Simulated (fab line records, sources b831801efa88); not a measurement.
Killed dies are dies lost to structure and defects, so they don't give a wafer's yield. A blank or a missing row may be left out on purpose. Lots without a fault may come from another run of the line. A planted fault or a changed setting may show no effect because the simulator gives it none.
A struck lot beside a sound one | flow sky130 | 16 steps out of a route of 708
Sound: wafers L450.1, L450.3, L450.4. Struck: wafer L461.5. (L461.1, L461.6 of the same lot were not struck and are left out.) The cause comes at the end.
At each step with rows: each side's tool, then ch and its chambers, then its first start. Under that, the readings that differ: sound wafers | struck wafers | difference of the means | sigmas: that difference in standard deviations of wafers without a fault.
alike: readings whose means differ by less than 2 such deviations, and words and numbers that are the same on both sides. not compared: withheld readings, readings that some wafer has no value for, bounds like >300 that may hide the same value, and numbers for which the record gives no deviation and whose values overlap.
The two part at a step that has a row with sigmas, a row that says differs or no value, or rows on one side only. Numbers that don't overlap but have no deviation are shown without sigmas and don't part them. A reading that every wafer of one side lacks parts them only if that side has two wafers or more.

first, 2 steps without rows for these wafers: SKY_METAL3_PEB_11; SKY_METAL3_DEVELOP_12 (develop time 60 s).
SKY_METAL3_CD_MEAS_13: target cd 300 nm.
  sound on cd_sem-01, day 42 07:37; struck on cd_sem-02, day 44 15:55
  alike: cd_nm
SKY_METAL3_OVL_MEAS_14:
  sound on overlay-01, day 42 07:44; struck on overlay-02, day 44 16:02
  alike: METAL3_OVL
SKY_METAL3_DESCUM_15: chemistry O2, time 8 s.
  sound on rie_metal-02 ch 0,1, day 42 07:46; struck on rie_metal-02 ch 0, day 44 16:05
  alike: drypump_motor_current_A, oes_product_au
  not compared: rf_hours_counter_h
then, 1 step without rows for these wafers: SKY_METAL3_ETCH_16 (etches BARC in N2/H2, stops on SiO2, time 88.2 s, target depth 60 nm).
SKY_METAL3_ETCH_17: etches SiO2 in C4F8/O2/Ar, stops on TiN, time 3.9 s, target depth 15 nm.
  sound on rie_diel-02 ch 0,2,3, day 42 07:54; struck on rie_diel-04 ch 0, day 44 16:13
  alike: oes_product_au
SKY_METAL3_METAL_ETCH_18: etches the open film in Cl2/BCl3, stops on SiO2, target depth 845 nm, time 183.1 s.
  sound on rie_metal-04 ch 0,1, day 42 07:55; struck on rie_metal-04 ch 0, day 44 16:14
  alike: drypump_motor_current_A, oes_product_au, throttle_valve_pct
  not compared: rf_hours_counter_h
SKY_METAL3_STRIP_19: strips in O2/N2.
  sound on plasma_asher-03 ch 0,1, day 42 08:06; struck on plasma_asher-02 ch 1, day 44 16:24
  alike: drypump_motor_current_A, oes_product_au, strip_time_to_endpoint_s
  not compared: rf_hours_counter_h
then, 3 steps without rows for these wafers: SKY_METAL3_STRIP_20 (strips in post etch residue remover, time 1200 s); SKY_METAL3_CLEAN_21 (cleans in IPA, time 180 s); SKY_METAL3_CLEAN_22 (cleans in O3/DIW).
SKY_VIA3_HDPCVD_00: deposits SiO2, target thk 1635 nm, time 272.5 s.
  sound on hdpcvd-02 ch 1,2, day 42 08:41; struck on hdpcvd-01 ch 0, day 44 17:02
  reading                                  | sound             | struck | difference | sigmas
  run_length_s (s)                         | 300.3 301.0 301.0 | 373.0  | +72.2      | +99 or more
  model.SiO2_of_VIA3_HDPCVD_00.thk_nm (nm) | 1648 1658 1666    | 2051   | +394       |
SKY_VIA3_THK_MEAS_01:
  sound on film_metro-03, day 42 08:52; struck on film_metro-03, day 44 17:12
  reading              | sound          | struck | difference | sigmas
  VIA3_HDPCVD_THK (nm) | 1647 1658 1666 | 2052   | +395       | +23
SKY_VIA3_CMP_02: polishes SiO2.
  sound on cmp-02 ch 0,2,3, day 42 08:55; struck on cmp-02 ch 2, day 44 17:25
  alike: motor_current_A, slurry_flow_ml_min
-- the record jumps here: 6 days lie between the struck wafers' starts before and after (it left off in module VIA3 and takes up again in module PAD_OPEN, whose first step shown is number 708 of the route) --
SKY_PAD_OPEN_PROBE_99:
  the record has rows for the struck wafers here (prober-02, day 50 16:24) and none for the sound ones

WHERE THEY PART
First at SKY_VIA3_HDPCVD_00; last, within this record, at SKY_PAD_OPEN_PROBE_99.

WHY: what the simulator had put in
Process parameter drift: hdpcvd-01, from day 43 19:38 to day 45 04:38, at SKY_VIA3_HDPCVD_00. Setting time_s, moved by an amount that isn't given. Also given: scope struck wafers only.
